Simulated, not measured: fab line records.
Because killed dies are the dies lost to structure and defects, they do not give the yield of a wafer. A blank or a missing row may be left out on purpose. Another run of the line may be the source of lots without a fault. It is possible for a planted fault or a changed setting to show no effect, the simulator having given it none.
Which of the tools did it? ; flow sky130 ; 12 lots with 36 wafers sampled at 4 steps, on a route of 708 steps

## WHAT THE GAUGES SHOWED, per wafer
SKY_SONOS_ONO_CD_MEAS_13: target cd 410 nm.
lot;measured;on;cd_nm (nm)
L728;day 12 20:25;cd_sem-02;411.1 414.1 412.2
L729;day 12 23:49;cd_sem-02;408.9 406.0 406.9
L731;day 13 23:51;cd_sem-01;414.4 412.7 412.6
L732;day 14 05:39;cd_sem-01;409.9 409.6 409.3
L733;day 14 09:52;cd_sem-02;407.3 403.9 407.5
L734;day 14 19:06;cd_sem-01;411.4 409.1 411.1
L741;day 17 09:04;cd_sem-01;408.6 408.2 408.4
L742;day 17 12:58;cd_sem-02;406.7 405.4 407.7
L744;day 18 01:58;cd_sem-01;412.4 414.9 415.8
L746;day 19 02:46;cd_sem-01;406.7 406.7 405.8
L747;day 19 07:02;cd_sem-02;406.2 406.4 408.2
L751;day 20 15:37;cd_sem-01;405.8 407.1 407.7

SKY_RES_PROTECT_TW_MEAS_08.
lot;measured;on;POLY_GATE_TW
L728;day 15 05:35;film_metro-02;4058 4052 4022
L729;day 15 09:59;film_metro-03;4061 4072 4035
L731;day 16 12:10;film_metro-03;4030 3994 4037
L732;day 16 21:31;film_metro-02;4038 4057 4040
L733;day 17 00:18;film_metro-04;4096 4091 4101
L734;day 17 10:36;film_metro-02;4029 4055 4056
L741;day 20 04:43;film_metro-03;4037 4007 79
L742;day 20 14:10;film_metro-03;4054 79 4049
L744;day 20 22:29;film_metro-02;4070 4056 78
L746;day 22 02:47;film_metro-03;4052 4036 4050
L747;day 22 04:01;film_metro-03;4039 4064 4066
L751;day 23 12:46;film_metro-02;4055 4040 4063

## WHICH TOOL RAN EACH LOT (tool, then ch and the chambers of the sampled wafers, then the start)
lot;SKY_SONOS_ONO_STRIP_17;SKY_RES_PROTECT_DEVELOP_06
L728;plasma_asher-01 ch 0,1, day 12 20:41;litho_track-04 ch 0, day 15 05:13
L729;plasma_asher-02 ch 0,1, day 13 00:03;litho_track-02 ch 0, day 15 09:38
L731;plasma_asher-02 ch 0,1, day 14 00:07;litho_track-02 ch 0, day 16 11:46
L732;plasma_asher-02 ch 0,1, day 14 05:55;litho_track-01 ch 0, day 16 21:06
L733;plasma_asher-01 ch 0,1, day 14 10:08;litho_track-01 ch 0, day 16 23:54
L734;plasma_asher-01 ch 0,1, day 14 19:22;litho_track-01 ch 0, day 17 10:12
L741;plasma_asher-02 ch 0,1, day 17 09:19;litho_track-04 ch 0, day 20 04:22
L742;plasma_asher-01 ch 0,1, day 17 13:14;litho_track-04 ch 0, day 20 13:44
L744;plasma_asher-04 ch 0,1, day 18 02:14;litho_track-04 ch 0, day 20 22:05
L746;plasma_asher-04 ch 0,1, day 19 03:00;litho_track-01 ch 0, day 22 02:25
L747;plasma_asher-02 ch 0,1, day 19 07:17;litho_track-01 ch 0, day 22 03:37
L751;plasma_asher-04 ch 0,1, day 20 15:52;litho_track-02 ch 0, day 23 12:22
- SKY_SONOS_ONO_STRIP_17: strips in O2/N2.
- SKY_RES_PROTECT_DEVELOP_06: develop time 60 s.

## WHAT THE TOOLS THEMSELVES READ (means of the sampled wafers that have a number; where no wafer has one, the mark that the record gives instead)
SKY_SONOS_ONO_STRIP_17.
lot;tool;drypump_motor_current_A (A);oes_product_au (a.u.);strip_time_to_endpoint_s (s)
L728;plasma_asher-01;5.7;0.711;14.09
L729;plasma_asher-02;5.4;0.709;14.14
L731;plasma_asher-02;5.6;0.714;14.12
L732;plasma_asher-02;5.4;0.710;14.10
L733;plasma_asher-01;5.7;0.713;14.06
L734;plasma_asher-01;5.4;0.712;14.16
L741;plasma_asher-02;5.6;0.708;14.07
L742;plasma_asher-01;5.4;0.710;14.04
L744;plasma_asher-04;5.9;0.707;14.12
L746;plasma_asher-04;5.9;0.713;14.08
L747;plasma_asher-02;5.6;0.711;14.11
L751;plasma_asher-04;5.9;0.709;14.05

## THE ANSWER, worked out from the rows above alone
Rule: the lots themselves supply what counts as usual. The widest of any qualifying gaps counts: lots, ordered by their means at a reading, are off when they make up no more than a third of the lots, leave a main group of 4 or more, and stand apart from it by 3 or more times the standard deviation of that group's means. A main group whose means are all the same, to the digits that the tables above print for the reading, isn't used. A lot without any number at a reading at which 4 lots or more have one is off too. Any other lot the step has rows for is counted as sound. First the gauges in route order, then the tools' own readings, where a lot's mean is used as printed above. At the first step where some lot is off, the reading lying furthest off is the one used; lots without a number count as furthest.
Off: L741, L742, L744, at SKY_RES_PROTECT_TW_MEAS_08 (POLY_GATE_TW). The main group: mean 4051, standard deviation 19.
If a tool, at a process step before that reading, ran all the lots that are off and no sound lot after the first of them, it fits. Those tools and the gauges at SKY_RES_PROTECT_TW_MEAS_08 are tried in the same way. One fits: litho_track-04 at SKY_RES_PROTECT_DEVELOP_06. A fault onset in the window from L728 (day 15 05:13, its last sound lot) to L741 (day 20 04:22, its first lot off) fits.

## WHAT THE SIMULATOR HAD INSERTED
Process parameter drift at SKY_RES_PROTECT_DEVELOP_06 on litho_track-04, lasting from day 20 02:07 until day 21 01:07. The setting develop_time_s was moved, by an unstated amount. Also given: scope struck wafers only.
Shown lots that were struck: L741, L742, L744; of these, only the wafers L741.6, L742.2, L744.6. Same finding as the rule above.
